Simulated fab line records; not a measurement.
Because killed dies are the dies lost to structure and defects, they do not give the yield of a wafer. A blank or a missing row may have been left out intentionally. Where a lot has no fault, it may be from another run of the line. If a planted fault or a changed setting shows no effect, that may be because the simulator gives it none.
fab line records	flow gf180mcu
record: lots: 14	wafers: 41	last_day: 34
route steps=602 shown M2@362
lots with no fault: from the same line, run without faults
start_h: hours from the record's opening day to when the first of the lot's shown wafers began	wait_h: hours elapsed since this lot's preceding step	" identical to the entry in the row above	L1.1+2: one row covering several wafers at once	- no value present, or no start provided	* or withheld: withheld	< > ~ a bound
route shown NAME@n: NAME is a module with steps in the file, n the number in the route of the first one	usual: mean/standard deviation of fault-free wafers	same: alike in all rows	chamber/n: place in a boat	sites: per-site readings	_std_site: the standard deviation of these	_edge_site: inner sites' mean taken away from outer sites' mean	radius_mm: how far each site lies from the wafer's centre	mask NAME#n: copy n	behind: the tool/chamber that last shaped the wafer	hold: what put the lot on hold/how long, in hours/how the hold closed	device: names the non-switching transistor (n, p or np)	end of line: tests of these same wafers at the route's end	a step with no rows: only its recipe	killed: not the wafer's yield, but the dies lost to structure and defects at the first sort	map: shows each die of a wafer: x if killed, . if not, _ if none is there
set.NAME: the run value of the setting; set.NAME@STEP: its run value at that earlier step	model.NAME: the simulator's own value behind a step, which no gauge read
one table for each step of the route and one row for each wafer, over a sample of lots
services: from which hour (start_h, from the record's first day; less than 0 if before it) a tool's chamber was out of use, for how many hours, and why
== steps ==
step: GF_M2_SPUTTER_00
recipe: material: Ti	target_thk_nm: 37.5	arriving_ion_energy_ev: 80	substrate_temp_c: 200	chamber_pressure_pa: 2	power_w: 4000	time_s: 150
usual: cathode_dc_power_W: 4000.1/0.76	chamber_pressure_pa: 2.000/0.0041	throttle_valve_pct: 29.9/1.3
lot.wafer	tool	chamber	start_h	wait_h	cathode_dc_power_W	chamber_pressure_pa	throttle_valve_pct
L140.1	pvd_sputter-01	-	414.23	0.1	3999.8	2.004	29.9
L140.2	"	-	"	"	4000.6	1.991	30.8
L140.3	"	-	"	"	3999.3	2.000	29.1
L141.1	pvd_sputter-03	-	426.62	0.2	4000.2	2.006	29.8
L141.3	"	-	"	"	3999.7	1.994	30.9
L141.4	"	-	"	"	3999.9	1.996	27.9
L143.1	pvd_sputter-01	-	448.30	0.2	3999.2	2.006	30.9
L143.2	"	-	"	"	3998.1	2.004	29.5
L143.3	"	-	"	"	4000.5	1.995	27.5
L144.2	pvd_sputter-04	-	449.39	0.2	4000.4	2.001	31.8
L144.3	"	-	"	"	4001.5	1.999	30.9
L144.5	"	-	"	"	4000.7	2.000	30.2
L145.4	pvd_sputter-04	-	454.88	0.1	4001.6	1.996	28.7
L145.5	"	-	"	"	4001.3	2.004	30.6
L145.6	"	-	"	"	3999.5	1.999	31.7
L147.1	pvd_sputter-04	-	472.36	0.2	3999.9	2.001	28.8
L147.4	"	-	"	"	3999.6	1.997	30.0
L147.5	"	-	"	"	4000.6	2.000	30.6
L148.4	pvd_sputter-04	-	486.06	0.1	4000.0	2.000	31.6
L148.5	"	-	"	"	4000.6	2.001	31.7
L153.3	pvd_sputter-04	-	533.88	0.2	4000.7	2.005	30.7
L153.4	"	-	"	"	3999.7	2.004	31.7
L153.5	"	-	"	"	3999.5	1.999	28.9
L156.1	pvd_sputter-01	-	581.72	0.1	3999.9	2.002	29.4
L156.2	"	-	"	"	4000.4	1.996	30.1
L156.3	"	-	"	"	4000.0	1.999	27.5
L158.2	pvd_sputter-04	-	598.29	0.2	3999.8	1.995	30.3
L158.4	"	-	"	"	3999.3	1.993	30.6
L158.5	"	-	"	"	3999.5	1.998	28.7
L159.2	pvd_sputter-03	-	603.47	0.2	4000.5	1.997	27.6
L159.3	"	-	"	"	3999.3	2.007	30.9
L159.4	"	-	"	"	3999.7	2.000	29.9
L161.1	pvd_sputter-04	-	611.99	0.2	3998.6	2.004	30.1
L161.3	"	-	"	"	4001.5	1.999	28.9
L161.6	"	-	"	"	4000.0	2.003	28.6
L162.1	pvd_sputter-04	-	614.20	0.2	4000.6	2.000	32.0
L162.4	"	-	"	"	3999.8	2.000	30.3
L162.6	"	-	"	"	3999.7	2.000	30.4
L160.2	pvd_sputter-01	-	614.39	0.2	3998.7	1.998	30.0
L160.3	"	-	"	"	3999.7	1.998	27.4
L160.5	"	-	"	"	4000.1	1.999	27.5
step: GF_M2_SPUTTER_02
recipe: material: AlCu	target_thk_nm: 450	power_w: 10600	time_s: 23.9	chamber_pressure_pa: 0.4
usual: cathode_dc_power_W: 10600/1.9	chamber_pressure_pa: 0.4000/0.00079	throttle_valve_pct: 29.9/1.3
lot.wafer	tool	chamber	start_h	wait_h	cathode_dc_power_W	chamber_pressure_pa	throttle_valve_pct
L140.1	pvd_sputter-01	-	414.36	0.0	10601	0.3995	30.3
L140.2	"	-	"	"	10597	0.3998	30.9
L140.3	"	-	"	"	10603	0.4012	29.1
L141.1	pvd_sputter-03	-	426.75	0.0	10598	0.4012	29.7
L141.3	"	-	"	"	10601	0.3994	31.1
L141.4	"	-	"	"	10601	0.4007	27.8
L143.1	pvd_sputter-01	-	448.43	0.0	10596	0.4007	30.8
L143.2	"	-	"	"	10599	0.3983	29.3
L143.3	"	-	"	"	10603	0.4003	27.7
L144.2	pvd_sputter-04	-	449.52	0.0	10601	0.3996	31.8
L144.3	"	-	"	"	10600	0.4008	30.7
L144.5	"	-	"	"	10596	0.4002	30.2
L145.4	pvd_sputter-04	-	455.01	0.0	10602	0.4000	28.9
L145.5	"	-	"	"	10598	0.3991	30.7
L145.6	"	-	"	"	10600	0.4003	32.0
L147.1	pvd_sputter-04	-	472.49	0.0	10600	0.3990	28.9
L147.4	"	-	"	"	10600	0.3994	30.0
L147.5	"	-	"	"	10599	0.3985	30.6
L148.4	pvd_sputter-04	-	486.19	0.0	10597	0.4001	31.6
L148.5	"	-	"	"	10600	0.4001	32.0
L153.3	pvd_sputter-04	-	534.01	0.0	10596	0.4007	30.4
L153.4	"	-	"	"	10598	0.4012	31.6
L153.5	"	-	"	"	10598	0.4014	28.9
L156.1	pvd_sputter-01	-	581.86	0.0	10600	0.4019	29.2
L156.2	"	-	"	"	10602	0.3994	30.2
L156.3	"	-	"	"	10601	0.4005	27.6
L158.2	pvd_sputter-04	-	598.42	0.0	10601	0.4003	30.1
L158.4	"	-	"	"	10603	0.3990	30.6
L158.5	"	-	"	"	10598	0.4008	28.4
L159.2	pvd_sputter-03	-	603.60	0.0	10600	0.4006	27.6
L159.3	"	-	"	"	10604	0.4004	31.6
L159.4	"	-	"	"	10600	0.3993	29.5
L161.1	pvd_sputter-04	-	612.12	0.0	10603	0.4005	29.8
L161.3	"	-	"	"	10601	0.3994	28.8
L161.6	"	-	"	"	10598	0.4000	28.7
L162.1	pvd_sputter-04	-	614.34	0.0	10604	0.4002	31.9
L162.4	"	-	"	"	10603	0.4003	30.4
L162.6	"	-	"	"	10601	0.4003	30.7
L160.2	pvd_sputter-01	-	614.52	0.0	10598	0.4007	30.0
L160.3	"	-	"	"	10601	0.3995	27.5
L160.5	"	-	"	"	10600	0.4004	27.3
step: GF_M2_CD_MEAS_14
recipe: target_cd_nm: 280
usual: cd_nm: 279.7/1.3
lot.wafer	tool	chamber	start_h	wait_h	cd_nm
L140.1	cd_sem-02	-	437.57	0.1	279.3
L140.2	"	-	"	"	278.8
L140.3	"	-	"	"	279.8
L141.1	cd_sem-02	-	450.81	0.1	280.2
L141.3	"	-	"	"	280.0
L141.4	"	-	"	"	277.7
L143.1	cd_sem-01	-	471.43	0.1	279.2
L143.2	"	-	"	"	279.9
L143.3	"	-	"	"	279.8
L144.2	cd_sem-01	-	472.85	0.1	279.7
L144.3	"	-	"	"	281.0
L144.5	"	-	"	"	280.2
L145.4	cd_sem-02	-	478.79	0.1	279.6
L145.5	"	-	"	"	280.1
L145.6	"	-	"	"	278.5
L147.1	cd_sem-02	-	496.57	0.1	281.1
L147.4	"	-	"	"	281.5
L147.5	"	-	"	"	279.7
L148.4	cd_sem-02	-	510.32	0.1	279.1
L148.5	"	-	"	"	280.0
L153.3	cd_sem-01	-	556.85	0.1	276.5
L153.4	"	-	"	"	277.1
L153.5	"	-	"	"	277.5
L156.1	cd_sem-01	-	603.56	0.1	279.4
L156.2	"	-	"	"	279.0
L156.3	"	-	"	"	278.8
L158.2	cd_sem-01	-	619.28	0.1	279.4
L158.4	"	-	"	"	277.5
L158.5	"	-	"	"	279.6
L159.2	cd_sem-01	-	624.13	0.1	279.1
L159.3	"	-	"	"	279.0
L159.4	"	-	"	"	278.1
L161.1	cd_sem-01	-	632.96	0.1	279.9
L161.3	"	-	"	"	281.1
L161.6	"	-	"	"	279.6
L162.1	cd_sem-02	-	634.81	0.1	278.9
L162.4	"	-	"	"	278.1
L162.6	"	-	"	"	278.9
L160.2	cd_sem-01	-	635.18	0.1	280.9
L160.3	"	-	"	"	281.1
L160.5	"	-	"	"	281.3
step: GF_M2_METAL_ETCH_16
recipe: chemistry: Cl2/BCl3	mask_material: KrF	target_depth_nm: 750.8	stop_on: SiO2	pressure_mtorr: 8	icp_w: 800	bias_w: 140	Cl2_flow_sccm: 80	bcl3_flow_sccm: 40	time_s: 125.1
usual: drypump_motor_current_A: 5.8/0.46	oes_product_au: 0.992/0.0051	rf_fwd_power_W: 796.0/2.4	throttle_valve_pct: 28.229/0.01
lot.wafer	tool	chamber	start_h	wait_h	drypump_motor_current_A	oes_product_au	rf_fwd_power_W	rf_hours_counter_h	throttle_valve_pct
L140.1	rie_metal-02	0	437.72	0.0	5.7	0.989	799.5	6	28.240
L140.2	"	1	"	"	6.7	0.991	794.4	11	28.216
L140.3	"	0	"	"	5.7	0.992	799.0	-	28.220
L141.1	rie_metal-02	1	450.97	0.0	6.6	0.994	793.5	12	28.231
L141.3	"	1	"	"	6.7	0.987	797.7	-	28.232
L141.4	"	0	"	"	5.7	0.989	795.7	-	28.222
L143.1	rie_metal-01	1	471.59	0.0	5.4	0.990	796.9	12	28.231
L143.2	"	0	"	"	6.0	0.996	791.8	7	28.213
L143.3	"	1	"	"	5.4	1.005	798.5	-	28.226
L144.2	rie_metal-02	1	472.99	0.0	6.7	0.988	792.9	12	28.239
L144.3	"	1	"	"	6.7	0.979	789.1	-	28.247
L144.5	"	1	"	"	6.7	0.986	792.6	-	28.225
L145.4	rie_metal-02	0	478.93	0.1	5.7	0.994	795.0	-	28.222
L145.5	"	0	"	"	5.7	0.996	797.7	-	28.238
L145.6	"	1	"	"	6.6	0.985	801.2	-	28.233
L147.1	rie_metal-02	1	496.72	0.0	6.6	0.990	796.7	12	28.226
L147.4	"	1	"	"	6.6	0.996	798.2	-	28.242
L147.5	"	1	"	"	6.6	0.726	795.5	-	28.538
L148.4	rie_metal-02	1	510.46	0.1	6.6	0.986	794.8	-	28.244
L148.5	"	0	"	"	5.7	0.732	794.7	-	28.506
L153.3	rie_metal-03	1	557.01	0.1	5.6	0.982	796.3	-	28.231
L153.4	"	0	"	"	5.6	0.997	795.5	-	28.213
L153.5	"	0	"	"	5.6	0.993	791.5	-	28.230
L156.1	rie_metal-02	1	603.72	0.0	6.7	0.988	797.7	1	28.233
L156.2	"	0	"	"	5.7	0.996	796.6	12	28.228
L156.3	"	0	"	"	5.7	0.998	794.9	-	28.236
L158.2	rie_metal-03	0	619.42	0.0	5.5	0.994	794.8	12	28.215
L158.4	"	1	"	"	5.5	0.990	794.4	-	28.234
L158.5	"	1	"	"	5.5	0.989	795.7	-	28.233
L159.2	rie_metal-03	0	624.27	0.0	5.5	0.992	796.4	12	28.224
L159.3	"	1	"	"	5.6	0.999	797.0	-	28.234
L159.4	"	0	"	"	5.5	0.994	789.9	-	28.217
L161.1	rie_metal-03	0	633.12	0.0	5.6	0.998	798.0	13	28.232
L161.3	"	0	"	"	5.5	0.995	800.7	-	28.221
L161.6	"	0	"	"	5.6	0.995	797.9	-	28.209
L162.1	rie_metal-03	1	634.97	0.0	5.5	0.991	794.7	13	28.241
L162.4	"	1	"	"	5.5	0.997	793.7	-	28.234
L162.6	"	0	"	"	5.5	0.989	799.7	-	28.217
L160.2	rie_metal-02	0	635.32	0.0	5.7	0.992	794.3	13	28.228
L160.3	"	0	"	"	5.7	0.993	791.7	-	28.220
L160.5	"	0	"	"	5.7	0.992	793.3	-	28.243
step: GF_M2_STRIP_17
recipe: chemistry: O2/N2	power_w: 1400	pressure_mtorr: 1500	platen_temp_c: 250	o2_flow_sccm: 3000	n2_flow_sccm: 300	overash_fraction: 0.5
usual: drypump_motor_current_A: 5.8/0.58	heater_power_w: 347/23	o2_flow_sccm: 2999/9.2	oes_product_au: 0.536/0.0048	strip_time_to_endpoint_s: 7.35/0.046
lot.wafer	tool	chamber	start_h	wait_h	drypump_motor_current_A	heater_power_w	o2_flow_sccm	oes_product_au	rf_hours_counter_h	strip_time_to_endpoint_s
L140.1	plasma_asher-04	1	437.85	0.1	4.8	394	3013	0.539	1	7.38
L140.2	"	0	"	"	6.3	333	2987	0.536	1	7.38
L140.3	"	1	"	"	4.8	379	3016	0.540	-	7.36
L141.1	plasma_asher-01	1	451.10	0.1	6.3	364	3006	0.542	80	7.42
L141.3	"	1	"	"	6.3	376	3004	0.533	-	7.44
L141.4	"	0	"	"	6.5	340	3001	0.541	-	7.38
L143.1	plasma_asher-01	0	471.72	0.1	6.5	334	3011	0.542	82	7.36
L143.2	"	1	"	"	6.3	365	3004	0.531	82	7.38
L143.3	"	1	"	"	6.3	371	3009	0.546	-	7.35
L144.2	plasma_asher-01	0	473.12	0.1	6.5	334	3000	0.533	82	7.41
L144.3	"	0	"	"	6.5	345	3001	0.535	-	7.37
L144.5	"	0	"	"	6.5	334	3006	0.538	-	7.40
L145.4	plasma_asher-01	0	479.05	0.1	6.5	337	2989	0.539	-	7.36
L145.5	"	0	"	"	6.5	333	3004	0.538	-	7.41
L145.6	"	1	"	"	6.3	369	3010	0.539	-	7.41
L147.1	plasma_asher-01	0	496.85	0.1	6.5	338	2999	0.539	85	7.41
L147.4	"	1	"	"	6.3	366	2984	0.537	-	7.38
L147.5	"	1	"	"	6.3	367	2990	0.585	-	8.62
L148.4	plasma_asher-03	1	510.58	0.1	5.3	312	3001	0.539	-	7.39
L148.5	"	0	"	"	5.5	364	2996	0.591	-	8.60
L153.3	plasma_asher-01	1	557.13	0.1	6.3	361	3010	0.536	-	7.38
L153.4	"	0	"	"	6.5	341	2986	0.532	-	7.26
L153.5	"	1	"	"	6.3	360	3008	0.536	-	7.27
L156.1	plasma_asher-01	0	603.85	0.1	6.5	342	2986	0.545	96	7.42
L156.2	"	1	"	"	6.3	359	3009	0.546	96	7.42
L156.3	"	1	"	"	6.3	362	2999	0.539	-	7.41
L158.2	plasma_asher-03	1	619.55	0.1	5.2	314	3008	0.534	86	7.23
L158.4	"	0	"	"	5.6	367	3002	0.535	-	7.32
L158.5	"	0	"	"	5.5	364	2985	0.531	-	7.34
L159.2	plasma_asher-03	1	624.40	0.1	5.3	307	3007	0.534	87	7.28
L159.3	"	1	"	"	5.3	315	3010	0.536	-	7.37
L159.4	"	0	"	"	5.5	367	2991	0.531	-	7.26
L161.1	plasma_asher-04	0	633.25	0.1	6.3	331	3005	0.532	18	7.29
L161.3	"	0	"	"	6.3	338	2992	0.537	-	7.31
L161.6	"	0	"	"	6.3	336	2994	0.529	-	7.31
L162.1	plasma_asher-04	0	635.10	0.1	6.3	333	2995	0.546	18	7.33
L162.4	"	0	"	"	6.3	325	2994	0.537	-	7.32
L162.6	"	1	"	"	4.8	377	3004	0.530	-	7.27
L160.2	plasma_asher-03	1	635.45	0.1	5.2	320	2983	0.526	88	7.39
L160.3	"	1	"	"	5.2	315	2984	0.530	-	7.34
L160.5	"	0	"	"	5.6	360	2978	0.534	-	7.35
== services ==
tool	chamber	start_h	hours	kind
plasma_asher-04	-	421.34	9.0	pm
rie_metal-02	-	439.12	2.8	pm
pvd_sputter-04	1	455.98	-	consumable_replace:kit
pvd_sputter-04	1	455.98	18.0	scheduled_down
rie_metal-02	1	457.52	14.8	repair
pvd_sputter-03	-	471.31	2.8	repair
pvd_sputter-04	-	480.97	4.6	repair
pvd_sputter-01	-	492.24	3.8	repair
rie_metal-03	0	498.26	12.7	repair
pvd_sputter-03	-	508.64	2.2	repair
pvd_sputter-01	-	520.43	4.7	repair
rie_metal-01	1	529.26	1.6	repair
pvd_sputter-03	-	533.64	3.5	repair
pvd_sputter-03	-	534.26	10.8	repair
rie_metal-01	0	555.76	36.8	repair
plasma_asher-01	-	557.42	4.3	pm
pvd_sputter-01	-	558.29	4.2	repair
plasma_asher-04	-	564.26	28.1	pm
pvd_sputter-04	-	566.35	1.3	repair
pvd_sputter-04	-	582.99	1.4	repair
plasma_asher-04	-	593.89	2.2	repair
plasma_asher-03	-	607.66	3.4	repair
pvd_sputter-04	-	609.94	1.9	repair
plasma_asher-04	-	614.71	2.6	repair
== key ==
first_sign: step: GF_M2_METAL_ETCH_16	reading: oes_product_au	direction: down	sigmas: 51	usual: 0.992	struck: 0.729
effect: step: GF_M2_METAL_ETCH_16	reading: throttle_valve_pct	direction: up	sigmas: 29	usual: 28.229	struck: 28.522
effect: step: GF_M2_STRIP_17	reading: strip_time_to_endpoint_s	direction: up	sigmas: 27	usual: *	struck: *
met_at GF_M2_METAL_ETCH_16
struck_lots L147,L148
struck_wafers L147.5,L148.5
later_rows_left_out L147.5,L148.5
sort_left_out L147.5,L148.5
not_acting_at GF_M2_SPUTTER_00,GF_M2_SPUTTER_02,GF_M2_CD_MEAS_14
onset_between 478.93 496.72
fault: kind: process_parameter_drift	tool: rie_metal-02	chamber: -	onset_h: 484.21	steps: GF_M2_METAL_ETCH_16	channel: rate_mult	offset: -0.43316	shape: step	end_h: 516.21	scope: struck_wafers_only
sort_left_out: the simulated sort isn't trusted on such a fault, so these wafers' sort isn't shown, and their yield isn't known
later_rows_left_out: the simulator's readings of these wafers behind a module that went badly wrong aren't trusted and aren't shown, but for the sort
